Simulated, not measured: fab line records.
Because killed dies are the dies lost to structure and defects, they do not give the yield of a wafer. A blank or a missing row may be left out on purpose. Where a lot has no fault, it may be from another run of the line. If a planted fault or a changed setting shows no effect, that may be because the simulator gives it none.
Which tool did it?	flow sky130	39 wafers from 13 lots sampled at 4 of the route's 708 steps

WHAT THE GAUGES SHOWED, per wafer
SKY_LI_CONTACT_BOW_MEAS_03. Usual: LI_CONTACT_BOW gives 55 um (standard deviation 6.3).
lot	measured	on	LI_CONTACT_BOW (um)	flag
L540	day 29 01:20	filmMetro-04	40 60 42	
L541	day 29 02:31	filmMetro-02	56 58 56	
L543	day 29 03:23	filmMetro-02	63 54 60	
L547	day 31 08:11	filmMetro-02	43 59 59	
L548	day 31 08:47	filmMetro-02	28 23 15	OFF
L550	day 31 16:13	filmMetro-03	14 27 24	OFF
L549	day 31 17:58	filmMetro-02	57 52 45	
L553	day 32 07:16	filmMetro-03	48 55 54	
L555	day 32 22:07	filmMetro-04	58 51 66	
L557	day 33 17:38	filmMetro-03	57 55 67	
L559	day 34 14:56	filmMetro-02	54 46 61	
L560	day 34 15:21	filmMetro-03	45 56 57	
L562	day 35 07:55	filmMetro-03	50 45 40	

SKY_CONTACT_THK_MEAS_26: measures by xrf. Usual: CONTACT_W_THK gives 350 nm (standard deviation 6.1).
lot	measured	on	CONTACT_W_THK (nm)	flag
L540	day 32 15:46	filmMetro-04	357 350 350	
L541	day 32 17:27	filmMetro-04	343 341 347	
L543	day 32 19:34	filmMetro-04	351 350 353	
L547	day 34 19:57	filmMetro-04	349 344 352	
L549	day 35 06:56	filmMetro-02	353 353 348	
L553	day 35 19:06	filmMetro-04	348 340 341	
L555	day 36 10:24	filmMetro-01	354 354 355	
L557	day 37 05:20	filmMetro-01	348 348 348	
L559	day 38 01:31	filmMetro-04	352 344 347	
L560	day 38 02:01	filmMetro-01	358 357 355	
L562	day 38 18:07	filmMetro-01	356 358 354	

TOOL THAT RAN EACH LOT (tool first, then ch and the chambers of the sampled wafers, then the start)
lot	SKY_LI_CONTACT_HDPCVD_00	SKY_LI_CONTACT_CMP_02
L540	hdpcvd-02 ch 1,2, day 29 00:50	cmp-02 ch 0,2,3, day 29 01:03
L541	hdpcvd-01 ch 1,2, day 29 02:02	cmp-02 ch 1,2,3, day 29 02:13
L543	hdpcvd-02 ch 0,1,2, day 29 02:55	cmp-01 ch 0,1, day 29 03:05
L547	hdpcvd-02 ch 0,2, day 31 06:26	cmp-02 ch 0,2,3, day 31 07:56
L548	hdpcvd-01 ch 0,1,2, day 31 07:19	cmp-02 ch 1,2, day 31 08:32
L550	hdpcvd-02 ch 0,1, day 31 15:44	cmp-01 ch 0,1,3, day 31 15:54
L549	hdpcvd-01 ch 0,1,2, day 31 17:29	cmp-01 ch 0,1,2, day 31 17:38
L553	hdpcvd-01 ch 0,1, day 32 06:47	cmp-02 ch 1,3, day 32 06:59
L555	hdpcvd-01 ch 0,1, day 32 21:38	cmp-02 ch 1,2,3, day 32 21:48
L557	hdpcvd-01 ch 0,2, day 33 17:10	cmp-01 ch 0,1,2, day 33 17:26
L559	hdpcvd-01 ch 0,1,2, day 34 14:28	cmp-02 ch 2,3, day 34 14:38
L560	hdpcvd-01 ch 0,1,2, day 34 14:53	cmp-02 ch 0,2,3, day 34 15:05
L562	hdpcvd-02 ch 1,2, day 35 07:27	cmp-01 ch 1,2,3, day 35 07:43
- SKY_LI_CONTACT_HDPCVD_00: deposits PSG, target thk 930 nm, time 155 s.
- SKY_LI_CONTACT_CMP_02: polishes PSG.

WHAT THE TOOLS THEMSELVES READ (means of the sampled wafers that have a number; where no wafer has one, the mark that the record gives instead)
SKY_LI_CONTACT_HDPCVD_00. Usual: pressureMtorr 6.001 mTorr, standard deviation 0.012; runLengthS 182.8 s, standard deviation 0.64.
lot	tool	pressureMtorr (mTorr)	runLengthS (s)	flag
L540	hdpcvd-02	5.996	183.4	
L541	hdpcvd-01	5.998	182.5	
L543	hdpcvd-02	6.019	182.9	
L547	hdpcvd-02	5.994	182.5	
L548	hdpcvd-01	-	-	OFF
L550	hdpcvd-02	-	-	OFF
L549	hdpcvd-01	6.002	182.5	
L553	hdpcvd-01	5.988	182.7	
L555	hdpcvd-01	5.997	183.3	
L557	hdpcvd-01	6.002	182.3	
L559	hdpcvd-01	5.994	182.6	
L560	hdpcvd-01	6.005	182.5	
L562	hdpcvd-02	6.007	183.5	

SKY_LI_CONTACT_CMP_02. Usual: motorCurrentA 11.9 A, standard deviation 1.2; timeToEndpointS 32 s, standard deviation 3.
lot	tool	motorCurrentA (A)	timeToEndpointS (s)	flag
L540	cmp-02	11.3	33	
L541	cmp-02	10.6	30	
L543	cmp-01	11.5	30	
L547	cmp-02	11.2	30	
L548	cmp-02	10.8	-	OFF
L550	cmp-01	12.8	-	OFF
L549	cmp-01	12.4	32	
L553	cmp-02	10.6	35	
L555	cmp-02	11.2	32	
L557	cmp-01	12.5	30	
L559	cmp-02	11.1	26	
L560	cmp-02	11.4	32	
L562	cmp-01	13.4	30	

THE ANSWER, worked out from the rows above alone
Rule: a lot counts as off when the mean over its wafers that have a number is more than 3 standard deviations away from the usual mean. A lot without any number at a reading at which 4 lots or more have one is off too. Any other lot the step has rows for is counted as sound. First the gauges in route order, then the tools' own readings, where a lot's mean is used as printed above. The first step at which some lot is off is used, and at that step the reading that is off furthest; a lot without a number counts as furthest.
Off: L548, L550, at SKY_LI_CONTACT_BOW_MEAS_03 (LI_CONTACT_BOW).
A tool fits if, at a process step before that reading, it ran every lot that is off, and no sound lot after the first of them. The gauges at SKY_LI_CONTACT_BOW_MEAS_03 aren't tried: what is off there is off at SKY_LI_CONTACT_HDPCVD_00 too, on other tools, and a gauge's error can't cause that. Not one of the candidates tried fits.

WHAT THE SIMULATOR HAD PUT IN
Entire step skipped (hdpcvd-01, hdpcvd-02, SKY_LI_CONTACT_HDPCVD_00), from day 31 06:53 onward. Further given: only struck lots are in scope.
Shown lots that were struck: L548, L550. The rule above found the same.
